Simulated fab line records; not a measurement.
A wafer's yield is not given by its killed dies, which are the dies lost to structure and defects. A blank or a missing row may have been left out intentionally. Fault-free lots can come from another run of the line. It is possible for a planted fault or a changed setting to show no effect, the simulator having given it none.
fab line records || flow sky130
record {"lots": 13, "wafers": 39, "lastDay": 49}
route steps=708 shown CAPM@537 METAL3@567 PAD_OPEN@708
lots untouched by any fault: they come from a run of this same line in which no faults occurred
startH: hours from the record's opening day to when the first of the lot's shown wafers began || waitH: how many hours have passed since the lot's step before this one || " as in the row above || L1.1+2: one row covering several wafers at once || - either no value or no given start || * or withheld: withheld || < > ~ a bound
route shown NAME@n: names a module that has steps shown in the file, with the first one's number in the route || usual: mean/standard deviation taken from wafers without a fault || same: alike in all rows || chamber/n: place in a boat || sites: the reading at each site || _std_site: their standard deviation || _edge_site: the outer-site mean with the inner-site mean subtracted || radiusMm: for every site, how far away it sits from the centre of the wafer || mask NAME#n: copy n || behind: the tool/chamber that last shaped the wafer || hold: why the lot was held/for how many hours/how that ended || device: the transistor (n, p or np) that didn't switch || end of line: tests of these same wafers at the route's end || a step given without rows: its recipe and nothing more || killed: the dies lost at the first sort to structure and to defects; this is not the yield of the wafer || map: shows each die of a wafer: x if killed, . if not, _ if none is there
set.NAME: the setting that was run; set.NAME@STEP: the one run at that earlier step || model.NAME: the simulator's own value behind a step, which no gauge read
one table for each step of the route and one row for each wafer, over a sample of lots
services: from which hour (startH, from the record's first day; less than 0 if before it) a tool's chamber was out of use, for how many hours, and why
## steps
# step SKY_CAPM_CVD_00
# recipe {"material": "SiO2", "targetThkNm": 15.5, "tempC": 400, "timeS": "withheld", "rfW": 450}
# usual {"heaterPowerW": "711/92", "rfFwdPowerW": "440.2/1.8"}
{"lot.wafer": "L467.4", "tool": "pecvd-04", "chamber": 2, "startH": 832.60, "waitH": 0.0, "heaterPowerW": 786, "rfFwdPowerW": 439.7}
{"lot.wafer": "L467.5", "tool": "pecvd-04", "chamber": 0, "startH": 832.60, "waitH": 0.0, "heaterPowerW": 651, "rfFwdPowerW": 442.1}
{"lot.wafer": "L467.6", "tool": "pecvd-04", "chamber": 2, "startH": 832.60, "waitH": 0.0, "heaterPowerW": 784, "rfFwdPowerW": 440.0}
{"lot.wafer": "L469.3", "tool": "pecvd-04", "chamber": 1, "startH": 855.35, "waitH": 0.0, "heaterPowerW": 888, "rfFwdPowerW": 441.7}
{"lot.wafer": "L469.5", "tool": "pecvd-04", "chamber": 0, "startH": 855.35, "waitH": 0.0, "heaterPowerW": 598, "rfFwdPowerW": 441.0}
{"lot.wafer": "L469.6", "tool": "pecvd-04", "chamber": 2, "startH": 855.35, "waitH": 0.0, "heaterPowerW": 800, "rfFwdPowerW": 440.4}
{"lot.wafer": "L470.3", "tool": "pecvd-04", "chamber": 0, "startH": 861.28, "waitH": 0.0, "heaterPowerW": 750, "rfFwdPowerW": 371.0}
{"lot.wafer": "L470.4", "tool": "pecvd-04", "chamber": 2, "startH": 861.28, "waitH": 0.0, "heaterPowerW": 698, "rfFwdPowerW": 441.1}
{"lot.wafer": "L470.6", "tool": "pecvd-04", "chamber": 1, "startH": 861.28, "waitH": 0.0, "heaterPowerW": 876, "rfFwdPowerW": 440.3}
{"lot.wafer": "L475.3", "tool": "pecvd-01", "chamber": 2, "startH": 907.23, "waitH": 0.0, "heaterPowerW": 555, "rfFwdPowerW": 438.0}
{"lot.wafer": "L475.4", "tool": "pecvd-01", "chamber": 1, "startH": 907.23, "waitH": 0.0, "heaterPowerW": 610, "rfFwdPowerW": 438.8}
{"lot.wafer": "L475.6", "tool": "pecvd-01", "chamber": 2, "startH": 907.23, "waitH": 0.0, "heaterPowerW": 546, "rfFwdPowerW": 440.8}
{"lot.wafer": "L480.4", "tool": "pecvd-04", "chamber": 1, "startH": 943.49, "waitH": 0.0, "heaterPowerW": 904, "rfFwdPowerW": 443.5}
{"lot.wafer": "L480.5", "tool": "pecvd-04", "chamber": 1, "startH": 943.49, "waitH": 0.0, "heaterPowerW": 881, "rfFwdPowerW": 441.8}
{"lot.wafer": "L480.6", "tool": "pecvd-04", "chamber": 0, "startH": 943.49, "waitH": 0.0, "heaterPowerW": 752, "rfFwdPowerW": 442.8}
{"lot.wafer": "L481.2", "tool": "pecvd-04", "chamber": 0, "startH": 948.43, "waitH": 0.0, "heaterPowerW": 719, "rfFwdPowerW": 440.5}
{"lot.wafer": "L481.3", "tool": "pecvd-04", "chamber": 1, "startH": 948.43, "waitH": 0.0, "heaterPowerW": 813, "rfFwdPowerW": 439.3}
{"lot.wafer": "L481.5", "tool": "pecvd-04", "chamber": 1, "startH": 948.43, "waitH": 0.0, "heaterPowerW": 808, "rfFwdPowerW": 438.6}
{"lot.wafer": "L482.1", "tool": "pecvd-01", "chamber": 2, "startH": 955.13, "waitH": 0.0, "heaterPowerW": 571, "rfFwdPowerW": 437.7}
{"lot.wafer": "L482.5", "tool": "pecvd-01", "chamber": 1, "startH": 955.13, "waitH": 0.0, "heaterPowerW": 704, "rfFwdPowerW": 437.8}
{"lot.wafer": "L482.6", "tool": "pecvd-01", "chamber": 0, "startH": 955.13, "waitH": 0.0, "heaterPowerW": 768, "rfFwdPowerW": 439.0}
{"lot.wafer": "L483.1", "tool": "pecvd-02", "chamber": 0, "startH": 966.22, "waitH": 0.0, "heaterPowerW": 652, "rfFwdPowerW": 441.7}
{"lot.wafer": "L483.2", "tool": "pecvd-02", "chamber": 2, "startH": 966.22, "waitH": 0.0, "heaterPowerW": 587, "rfFwdPowerW": 439.0}
{"lot.wafer": "L483.4", "tool": "pecvd-02", "chamber": 1, "startH": 966.22, "waitH": 0.0, "heaterPowerW": 718, "rfFwdPowerW": 438.5}
{"lot.wafer": "L484.1", "tool": "pecvd-01", "chamber": 0, "startH": 971.13, "waitH": 0.0, "heaterPowerW": 709, "rfFwdPowerW": 438.6}
{"lot.wafer": "L484.4", "tool": "pecvd-01", "chamber": 0, "startH": 971.13, "waitH": 0.0, "heaterPowerW": 714, "rfFwdPowerW": 438.9}
{"lot.wafer": "L484.6", "tool": "pecvd-01", "chamber": 2, "startH": 971.13, "waitH": 0.0, "heaterPowerW": 627, "rfFwdPowerW": 440.3}
{"lot.wafer": "L485.2", "tool": "pecvd-02", "chamber": 2, "startH": 979.89, "waitH": 0.0, "heaterPowerW": 672, "rfFwdPowerW": 439.1}
{"lot.wafer": "L485.4", "tool": "pecvd-02", "chamber": 0, "startH": 979.89, "waitH": 0.0, "heaterPowerW": 626, "rfFwdPowerW": 441.6}
{"lot.wafer": "L485.5", "tool": "pecvd-02", "chamber": 1, "startH": 979.89, "waitH": 0.0, "heaterPowerW": 782, "rfFwdPowerW": 439.4}
{"lot.wafer": "L486.3", "tool": "pecvd-04", "chamber": 0, "startH": 980.35, "waitH": 0.0, "heaterPowerW": 757, "rfFwdPowerW": 441.6}
{"lot.wafer": "L486.4", "tool": "pecvd-04", "chamber": 1, "startH": 980.35, "waitH": 0.0, "heaterPowerW": 886, "rfFwdPowerW": 438.8}
{"lot.wafer": "L486.6", "tool": "pecvd-04", "chamber": 2, "startH": 980.35, "waitH": 0.0, "heaterPowerW": 720, "rfFwdPowerW": 441.9}
{"lot.wafer": "L488.1", "tool": "pecvd-02", "chamber": 2, "startH": 999.13, "waitH": 0.0, "heaterPowerW": 600, "rfFwdPowerW": 439.5}
{"lot.wafer": "L488.2", "tool": "pecvd-02", "chamber": 0, "startH": 999.13, "waitH": 0.0, "heaterPowerW": 664, "rfFwdPowerW": 440.9}
{"lot.wafer": "L488.4", "tool": "pecvd-02", "chamber": 2, "startH": 999.13, "waitH": 0.0, "heaterPowerW": 614, "rfFwdPowerW": 438.6}
{"lot.wafer": "L489.2", "tool": "pecvd-04", "chamber": 0, "startH": 999.73, "waitH": 0.0, "heaterPowerW": 721, "rfFwdPowerW": 439.8}
{"lot.wafer": "L489.4", "tool": "pecvd-04", "chamber": 0, "startH": 999.73, "waitH": 0.0, "heaterPowerW": 725, "rfFwdPowerW": 442.0}
{"lot.wafer": "L489.6", "tool": "pecvd-04", "chamber": 1, "startH": 999.73, "waitH": 0.0, "heaterPowerW": 861, "rfFwdPowerW": 439.7}
# step SKY_CAPM_THK_MEAS_01
# recipe {"reads": "SiO2_of_CAPM_CVD_00"}
# usual {"CAPM_CVD_00_THK": "15.42/0.27"}
{"lot.wafer": "L467.4", "tool": "filmMetro-04", "chamber": "-", "startH": 832.65, "waitH": "-", "CAPM_CVD_00_THK[nm]": 15.31}
{"lot.wafer": "L467.5", "tool": "filmMetro-04", "chamber": "-", "startH": 832.65, "waitH": "-", "CAPM_CVD_00_THK[nm]": 15.41}
{"lot.wafer": "L467.6", "tool": "filmMetro-04", "chamber": "-", "startH": 832.65, "waitH": "-", "CAPM_CVD_00_THK[nm]": 15.54}
{"lot.wafer": "L469.3", "tool": "filmMetro-03", "chamber": "-", "startH": 855.40, "waitH": "-", "CAPM_CVD_00_THK[nm]": 14.80}
{"lot.wafer": "L469.5", "tool": "filmMetro-03", "chamber": "-", "startH": 855.40, "waitH": "-", "CAPM_CVD_00_THK[nm]": 15.28}
{"lot.wafer": "L469.6", "tool": "filmMetro-03", "chamber": "-", "startH": 855.40, "waitH": "-", "CAPM_CVD_00_THK[nm]": 15.63}
{"lot.wafer": "L470.3", "tool": "filmMetro-03", "chamber": "-", "startH": 861.32, "waitH": "-", "CAPM_CVD_00_THK[nm]": 14.55}
{"lot.wafer": "L470.4", "tool": "filmMetro-03", "chamber": "-", "startH": 861.32, "waitH": "-", "CAPM_CVD_00_THK[nm]": 15.71}
{"lot.wafer": "L470.6", "tool": "filmMetro-03", "chamber": "-", "startH": 861.32, "waitH": "-", "CAPM_CVD_00_THK[nm]": 15.41}
{"lot.wafer": "L475.3", "tool": "filmMetro-03", "chamber": "-", "startH": 907.27, "waitH": "-", "CAPM_CVD_00_THK[nm]": 15.33}
{"lot.wafer": "L475.4", "tool": "filmMetro-03", "chamber": "-", "startH": 907.27, "waitH": "-", "CAPM_CVD_00_THK[nm]": 15.76}
{"lot.wafer": "L475.6", "tool": "filmMetro-03", "chamber": "-", "startH": 907.27, "waitH": "-", "CAPM_CVD_00_THK[nm]": 15.52}
{"lot.wafer": "L480.4", "tool": "filmMetro-04", "chamber": "-", "startH": 943.54, "waitH": "-", "CAPM_CVD_00_THK[nm]": 14.99}
{"lot.wafer": "L480.5", "tool": "filmMetro-04", "chamber": "-", "startH": 943.54, "waitH": "-", "CAPM_CVD_00_THK[nm]": 15.12}
{"lot.wafer": "L480.6", "tool": "filmMetro-04", "chamber": "-", "startH": 943.54, "waitH": "-", "CAPM_CVD_00_THK[nm]": 15.18}
{"lot.wafer": "L481.2", "tool": "filmMetro-04", "chamber": "-", "startH": 948.48, "waitH": "-", "CAPM_CVD_00_THK[nm]": 15.28}
{"lot.wafer": "L481.3", "tool": "filmMetro-04", "chamber": "-", "startH": 948.48, "waitH": "-", "CAPM_CVD_00_THK[nm]": 15.51}
{"lot.wafer": "L481.5", "tool": "filmMetro-04", "chamber": "-", "startH": 948.48, "waitH": "-", "CAPM_CVD_00_THK[nm]": 15.47}
{"lot.wafer": "L482.1", "tool": "filmMetro-02", "chamber": "-", "startH": 955.15, "waitH": "-", "CAPM_CVD_00_THK[nm]": 15.08}
{"lot.wafer": "L482.5", "tool": "filmMetro-02", "chamber": "-", "startH": 955.15, "waitH": "-", "CAPM_CVD_00_THK[nm]": 15.53}
{"lot.wafer": "L482.6", "tool": "filmMetro-02", "chamber": "-", "startH": 955.15, "waitH": "-", "CAPM_CVD_00_THK[nm]": 16.03}
{"lot.wafer": "L483.1", "tool": "filmMetro-04", "chamber": "-", "startH": 966.24, "waitH": "-", "CAPM_CVD_00_THK[nm]": 15.30}
{"lot.wafer": "L483.2", "tool": "filmMetro-04", "chamber": "-", "startH": 966.24, "waitH": "-", "CAPM_CVD_00_THK[nm]": 15.32}
{"lot.wafer": "L483.4", "tool": "filmMetro-04", "chamber": "-", "startH": 966.24, "waitH": "-", "CAPM_CVD_00_THK[nm]": 15.98}
{"lot.wafer": "L484.1", "tool": "filmMetro-03", "chamber": "-", "startH": 971.16, "waitH": "-", "CAPM_CVD_00_THK[nm]": 15.60}
{"lot.wafer": "L484.4", "tool": "filmMetro-03", "chamber": "-", "startH": 971.16, "waitH": "-", "CAPM_CVD_00_THK[nm]": 15.79}
{"lot.wafer": "L484.6", "tool": "filmMetro-03", "chamber": "-", "startH": 971.16, "waitH": "-", "CAPM_CVD_00_THK[nm]": 15.54}
{"lot.wafer": "L485.2", "tool": "filmMetro-02", "chamber": "-", "startH": 979.93, "waitH": "-", "CAPM_CVD_00_THK[nm]": 15.46}
{"lot.wafer": "L485.4", "tool": "filmMetro-02", "chamber": "-", "startH": 979.93, "waitH": "-", "CAPM_CVD_00_THK[nm]": 15.70}
{"lot.wafer": "L485.5", "tool": "filmMetro-02", "chamber": "-", "startH": 979.93, "waitH": "-", "CAPM_CVD_00_THK[nm]": 15.61}
{"lot.wafer": "L486.3", "tool": "filmMetro-04", "chamber": "-", "startH": 980.40, "waitH": "-", "CAPM_CVD_00_THK[nm]": 15.18}
{"lot.wafer": "L486.4", "tool": "filmMetro-04", "chamber": "-", "startH": 980.40, "waitH": "-", "CAPM_CVD_00_THK[nm]": 15.38}
{"lot.wafer": "L486.6", "tool": "filmMetro-04", "chamber": "-", "startH": 980.40, "waitH": "-", "CAPM_CVD_00_THK[nm]": 15.47}
{"lot.wafer": "L488.1", "tool": "filmMetro-04", "chamber": "-", "startH": 999.15, "waitH": "-", "CAPM_CVD_00_THK[nm]": 15.59}
{"lot.wafer": "L488.2", "tool": "filmMetro-04", "chamber": "-", "startH": 999.15, "waitH": "-", "CAPM_CVD_00_THK[nm]": 15.70}
{"lot.wafer": "L488.4", "tool": "filmMetro-04", "chamber": "-", "startH": 999.15, "waitH": "-", "CAPM_CVD_00_THK[nm]": 15.67}
{"lot.wafer": "L489.2", "tool": "filmMetro-04", "chamber": "-", "startH": 999.76, "waitH": "-", "CAPM_CVD_00_THK[nm]": 15.08}
{"lot.wafer": "L489.4", "tool": "filmMetro-04", "chamber": "-", "startH": 999.76, "waitH": "-", "CAPM_CVD_00_THK[nm]": 15.66}
{"lot.wafer": "L489.6", "tool": "filmMetro-04", "chamber": "-", "startH": 999.76, "waitH": "-", "CAPM_CVD_00_THK[nm]": 15.06}
# step SKY_METAL3_ETCH_17
# recipe {"target": "SiO2", "stopOn": "TiN", "chemistry": "C4F8/O2/Ar", "sourceW": 1500, "biasW": 1200, "pressureMtorr": 40, "c4f8FlowSccm": "withheld", "O2_flow_sccm": 6, "Ar_flow_sccm": 300, "timeS": 3.9, "targetDepthA": 150}
# usual {"oesProductAu": "0.753/0.0072"}
{"lot.wafer": "L467.4", "tool": "rieDiel-01", "chamber": 3, "startH": 885.56, "waitH": 0.0, "oesProductAu": 0.747, "rfHoursCounterH": 18}
{"lot.wafer": "L467.5", "tool": "rieDiel-01", "chamber": 1, "startH": 885.56, "waitH": 0.0, "oesProductAu": 0.751, "rfHoursCounterH": "-"}
{"lot.wafer": "L467.6", "tool": "rieDiel-01", "chamber": 0, "startH": 885.56, "waitH": 0.0, "oesProductAu": 0.760, "rfHoursCounterH": "-"}
{"lot.wafer": "L469.3", "tool": "rieDiel-01", "chamber": 3, "startH": 907.21, "waitH": 0.0, "oesProductAu": 0.739, "rfHoursCounterH": 19}
{"lot.wafer": "L469.5", "tool": "rieDiel-01", "chamber": 3, "startH": 907.21, "waitH": 0.0, "oesProductAu": 0.747, "rfHoursCounterH": "-"}
{"lot.wafer": "L469.6", "tool": "rieDiel-01", "chamber": 2, "startH": 907.21, "waitH": 0.0, "oesProductAu": 0.764, "rfHoursCounterH": "-"}
{"lot.wafer": "L470.3", "tool": "rieDiel-02", "chamber": 2, "startH": 912.74, "waitH": 0.0, "oesProductAu": 0.727, "rfHoursCounterH": 14}
{"lot.wafer": "L470.4", "tool": "rieDiel-02", "chamber": 0, "startH": 912.74, "waitH": 0.0, "oesProductAu": 0.766, "rfHoursCounterH": 18}
{"lot.wafer": "L470.6", "tool": "rieDiel-02", "chamber": 2, "startH": 912.74, "waitH": 0.0, "oesProductAu": 0.749, "rfHoursCounterH": "-"}
{"lot.wafer": "L475.3", "tool": "rieDiel-01", "chamber": 2, "startH": 951.61, "waitH": 0.0, "oesProductAu": 0.752, "rfHoursCounterH": 12}
{"lot.wafer": "L475.4", "tool": "rieDiel-01", "chamber": 2, "startH": 951.61, "waitH": 0.0, "oesProductAu": 0.755, "rfHoursCounterH": "-"}
{"lot.wafer": "L475.6", "tool": "rieDiel-01", "chamber": 1, "startH": 951.61, "waitH": 0.0, "oesProductAu": 0.757, "rfHoursCounterH": "-"}
{"lot.wafer": "L480.4", "tool": "rieDiel-03", "chamber": 3, "startH": 990.38, "waitH": 0.0, "oesProductAu": 0.737, "rfHoursCounterH": "-"}
{"lot.wafer": "L480.5", "tool": "rieDiel-03", "chamber": 0, "startH": 990.38, "waitH": 0.0, "oesProductAu": 0.749, "rfHoursCounterH": "-"}
{"lot.wafer": "L480.6", "tool": "rieDiel-03", "chamber": 1, "startH": 990.38, "waitH": 0.0, "oesProductAu": 0.747, "rfHoursCounterH": "-"}
{"lot.wafer": "L481.2", "tool": "rieDiel-03", "chamber": 0, "startH": 995.57, "waitH": 0.1, "oesProductAu": 0.750, "rfHoursCounterH": 11}
{"lot.wafer": "L481.3", "tool": "rieDiel-03", "chamber": 2, "startH": 995.57, "waitH": 0.1, "oesProductAu": 0.758, "rfHoursCounterH": 23}
{"lot.wafer": "L481.5", "tool": "rieDiel-03", "chamber": 2, "startH": 995.57, "waitH": 0.1, "oesProductAu": 0.747, "rfHoursCounterH": "-"}
{"lot.wafer": "L482.1", "tool": "rieDiel-03", "chamber": 2, "startH": 1004.41, "waitH": 0.1, "oesProductAu": 0.745, "rfHoursCounterH": 23}
{"lot.wafer": "L482.5", "tool": "rieDiel-03", "chamber": 3, "startH": 1004.41, "waitH": 0.1, "oesProductAu": 0.751, "rfHoursCounterH": "-"}
{"lot.wafer": "L482.6", "tool": "rieDiel-03", "chamber": 0, "startH": 1004.41, "waitH": 0.1, "oesProductAu": 0.763, "rfHoursCounterH": "-"}
{"lot.wafer": "L483.1", "tool": "rieDiel-03", "chamber": 0, "startH": 1012.56, "waitH": 0.1, "oesProductAu": 0.751, "rfHoursCounterH": 11}
{"lot.wafer": "L483.2", "tool": "rieDiel-03", "chamber": 2, "startH": 1012.56, "waitH": 0.1, "oesProductAu": 0.758, "rfHoursCounterH": 23}
{"lot.wafer": "L483.4", "tool": "rieDiel-03", "chamber": 1, "startH": 1012.56, "waitH": 0.1, "oesProductAu": 0.769, "rfHoursCounterH": 15}
{"lot.wafer": "L484.1", "tool": "rieDiel-02", "chamber": 1, "startH": 1018.19, "waitH": 0.1, "oesProductAu": 0.759, "rfHoursCounterH": 9}
{"lot.wafer": "L484.4", "tool": "rieDiel-02", "chamber": 0, "startH": 1018.19, "waitH": 0.1, "oesProductAu": 0.751, "rfHoursCounterH": 21}
{"lot.wafer": "L484.6", "tool": "rieDiel-02", "chamber": 1, "startH": 1018.19, "waitH": 0.1, "oesProductAu": 0.757, "rfHoursCounterH": "-"}
{"lot.wafer": "L485.2", "tool": "rieDiel-02", "chamber": 3, "startH": 1025.14, "waitH": 0.1, "oesProductAu": 0.754, "rfHoursCounterH": 2}
{"lot.wafer": "L485.4", "tool": "rieDiel-02", "chamber": 1, "startH": 1025.14, "waitH": 0.1, "oesProductAu": 0.766, "rfHoursCounterH": 9}
{"lot.wafer": "L485.5", "tool": "rieDiel-02", "chamber": 1, "startH": 1025.14, "waitH": 0.1, "oesProductAu": 0.760, "rfHoursCounterH": "-"}
{"lot.wafer": "L486.3", "tool": "rieDiel-03", "chamber": 2, "startH": 1027.09, "waitH": 0.0, "oesProductAu": 0.748, "rfHoursCounterH": 24}
{"lot.wafer": "L486.4", "tool": "rieDiel-03", "chamber": 3, "startH": 1027.09, "waitH": 0.0, "oesProductAu": 0.751, "rfHoursCounterH": 11}
{"lot.wafer": "L486.6", "tool": "rieDiel-03", "chamber": 3, "startH": 1027.09, "waitH": 0.0, "oesProductAu": 0.754, "rfHoursCounterH": "-"}
{"lot.wafer": "L488.1", "tool": "rieDiel-02", "chamber": 2, "startH": 1044.26, "waitH": 0.1, "oesProductAu": 0.756, "rfHoursCounterH": 19}
{"lot.wafer": "L488.2", "tool": "rieDiel-02", "chamber": 3, "startH": 1044.26, "waitH": 0.1, "oesProductAu": 0.760, "rfHoursCounterH": 3}
{"lot.wafer": "L488.4", "tool": "rieDiel-02", "chamber": 1, "startH": 1044.26, "waitH": 0.1, "oesProductAu": 0.762, "rfHoursCounterH": 9}
{"lot.wafer": "L489.2", "tool": "rieDiel-01", "chamber": 0, "startH": 1044.64, "waitH": 0.1, "oesProductAu": 0.746, "rfHoursCounterH": 3}
{"lot.wafer": "L489.4", "tool": "rieDiel-01", "chamber": 1, "startH": 1044.64, "waitH": 0.1, "oesProductAu": 0.757, "rfHoursCounterH": "-"}
{"lot.wafer": "L489.6", "tool": "rieDiel-01", "chamber": 0, "startH": 1044.64, "waitH": 0.1, "oesProductAu": 0.746, "rfHoursCounterH": "-"}
# step SKY_PAD_OPEN_PROBE_99
# usual {"defectLimitedYield": "82.3/1.8", "killed_at_M0_to_M3": "44/7.2", "killed_at_M4_up": "3.1/1.8", "killedAtContacts": "24/4.5", "killedAtFrontEnd": "16/4.4", "killedAtOther": "0.2/0.42", "killedDies": "87/8.9", "killedOpen": "48/6.4", "killedShort": "39/6.2", "sort_bin_3_pad_short": "0.9/0.46", "sort_bin_5_function": "10.5/1.6", "sort_bin_6_memory": "6.3/1.1", "sortNPass": "405/8.9", "sortYieldPct": "82.3/1.8"}
# same {"grossDies": 492, "killedAtBackSide": 0, "sort_bin_4_leakage[%]": 0, "sort_bin_8_speed[%]": 0}
{"lot.wafer": "L481.2", "tool": "prober-01", "chamber": "-", "startH": 1149.63, "waitH": 0.1, "defectLimitedYield[%]": 80.9, "killed_at_M0_to_M3": 47, "killed_at_M4_up": 3, "killedAtContacts": 23, "killedAtFrontEnd": 21, "killedAtOther": 0, "killedDies": 94, "killedOpen": 54, "killedShort": 40, "sort_bin_3_pad_short[%]": 0.8, "sort_bin_5_function[%]": 12.8, "sort_bin_6_memory[%]": 5.5, "sortNPass": 398, "sortYieldPct[%]": 80.9}
{"lot.wafer": "L481.3", "tool": "prober-01", "chamber": "-", "startH": 1149.68, "waitH": 0.2, "defectLimitedYield[%]": 81.1, "killed_at_M0_to_M3": 58, "killed_at_M4_up": 2, "killedAtContacts": 17, "killedAtFrontEnd": 16, "killedAtOther": 0, "killedDies": 93, "killedOpen": 44, "killedShort": 49, "sort_bin_3_pad_short[%]": 1.0, "sort_bin_5_function[%]": 12.0, "sort_bin_6_memory[%]": 5.9, "sortNPass": 399, "sortYieldPct[%]": 81.1}
{"lot.wafer": "L481.5", "tool": "prober-01", "chamber": "-", "startH": 1149.78, "waitH": 0.2, "defectLimitedYield[%]": 82.5, "killed_at_M0_to_M3": 42, "killed_at_M4_up": 3, "killedAtContacts": 19, "killedAtFrontEnd": 22, "killedAtOther": 0, "killedDies": 86, "killedOpen": 46, "killedShort": 40, "sort_bin_3_pad_short[%]": 0.8, "sort_bin_5_function[%]": 9.3, "sort_bin_6_memory[%]": 7.3, "sortNPass": 406, "sortYieldPct[%]": 82.5}
# killed by level:class
L481.2 VIA1:geometricParticle:open=13 FIELD_ISO:geometricParticle:open=7 VIA2:geometricParticle:open=7 FIELD_ISO:geometricParticle:short=6 METAL2:geometricParticle:short=6 LI_CONTACT:geometricParticle:open=5 CONTACT:geometricParticle:open=5 POLY_GATE:geometricParticle:short=4
L481.3 METAL2:geometricParticle:short=11 VIA1:geometricParticle:open=9 CONTACT:geometricParticle:open=8 VIA2:geometricParticle:open=8 VIA3:geometricParticle:open=7 FIELD_ISO:geometricParticle:open=6 VIA1:geometricParticle:short=6 CONTACT:geometricParticle:short=5
L481.5 VIA1:geometricParticle:open=11 FIELD_ISO:geometricParticle:open=7 FIELD_ISO:geometricParticle:short=6 METAL2:geometricParticle:short=6 CONTACT:geometricParticle:open=6 VIA3:geometricParticle:open=6 CONTACT:geometricParticle:short=5 METAL1:geometricParticle:short=5
## services
{"tool": "rieDiel-02", "chamber": 1, "startH": 812.11, "hours": 3.7, "kind": "repair"}
{"tool": "rieDiel-03", "chamber": 2, "startH": 815.27, "hours": 6.7, "kind": "repair"}
{"tool": "pecvd-04", "chamber": 1, "startH": 818.12, "hours": "-", "kind": "clean"}
{"tool": "rieDiel-03", "chamber": "-", "startH": 819.39, "hours": 2.8, "kind": "pm"}
{"tool": "rieDiel-02", "chamber": 3, "startH": 855.73, "hours": 4.3, "kind": "repair"}
{"tool": "rieDiel-03", "chamber": 2, "startH": 866.94, "hours": 6.9, "kind": "repair"}
{"tool": "rieDiel-01", "chamber": 1, "startH": 878.52, "hours": 4.6, "kind": "repair"}
{"tool": "rieDiel-02", "chamber": "-", "startH": 897.13, "hours": 15.6, "kind": "pm"}
{"tool": "rieDiel-01", "chamber": 0, "startH": 919.80, "hours": 9.6, "kind": "repair"}
{"tool": "rieDiel-03", "chamber": 0, "startH": 924.23, "hours": 1.4, "kind": "repair"}
{"tool": "rieDiel-01", "chamber": 1, "startH": 929.23, "hours": 6.2, "kind": "repair"}
{"tool": "rieDiel-03", "chamber": 3, "startH": 944.93, "hours": 4.6, "kind": "repair"}
{"tool": "rieDiel-03", "chamber": 1, "startH": 946.84, "hours": 4.6, "kind": "repair"}
{"tool": "pecvd-04", "chamber": "-", "startH": 954.31, "hours": 2.3, "kind": "repair"}
{"tool": "rieDiel-01", "chamber": "-", "startH": 976.24, "hours": 0.7, "kind": "repair"}
{"tool": "pecvd-04", "chamber": 2, "startH": 986.07, "hours": 4.3, "kind": "repair"}
{"tool": "rieDiel-03", "chamber": 0, "startH": 986.58, "hours": 2.5, "kind": "repair"}
{"tool": "rieDiel-03", "chamber": 2, "startH": 986.94, "hours": 7.5, "kind": "repair"}
{"tool": "rieDiel-02", "chamber": "-", "startH": 988.51, "hours": 0.8, "kind": "repair"}
{"tool": "pecvd-02", "chamber": 1, "startH": 1006.87, "hours": 4.9, "kind": "repair"}
{"tool": "pecvd-04", "chamber": "-", "startH": 1015.81, "hours": 14.6, "kind": "pm"}
{"tool": "rieDiel-03", "chamber": 1, "startH": 1032.96, "hours": 5.8, "kind": "repair"}
{"tool": "rieDiel-03", "chamber": "-", "startH": 1035.52, "hours": 1.1, "kind": "repair"}
{"tool": "rieDiel-01", "chamber": 3, "startH": 1043.40, "hours": 6.0, "kind": "repair"}
## key
firstSign {"step": "SKY_CAPM_CVD_00", "reading": "rfFwdPowerW", "direction": "down", "sigmas": 38, "usual": 440.2, "struck": 371.0}
effect {"step": "SKY_CAPM_THK_MEAS_01", "reading": "CAPM_CVD_00_THK", "direction": "down", "sigmas": 3.3, "usual": 15.42, "struck": 14.55}
effect {"step": "SKY_METAL3_ETCH_17", "reading": "oesProductAu", "direction": "down", "sigmas": 3.6, "usual": 0.753, "struck": 0.727}
metAt SKY_CAPM_CVD_00
struckLots L470
struckWafers L470.3
onsetBetween 855.35 861.28
fault {"kind": "processParameterDrift", "tool": "pecvd-04", "chamber": 0, "onsetH": 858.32, "steps": "SKY_CAPM_CVD_00", "channel": "rfW", "offset": -72, "shape": "step", "endH": 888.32, "actsIn": "theseRecipesOnly", "stated": 450}
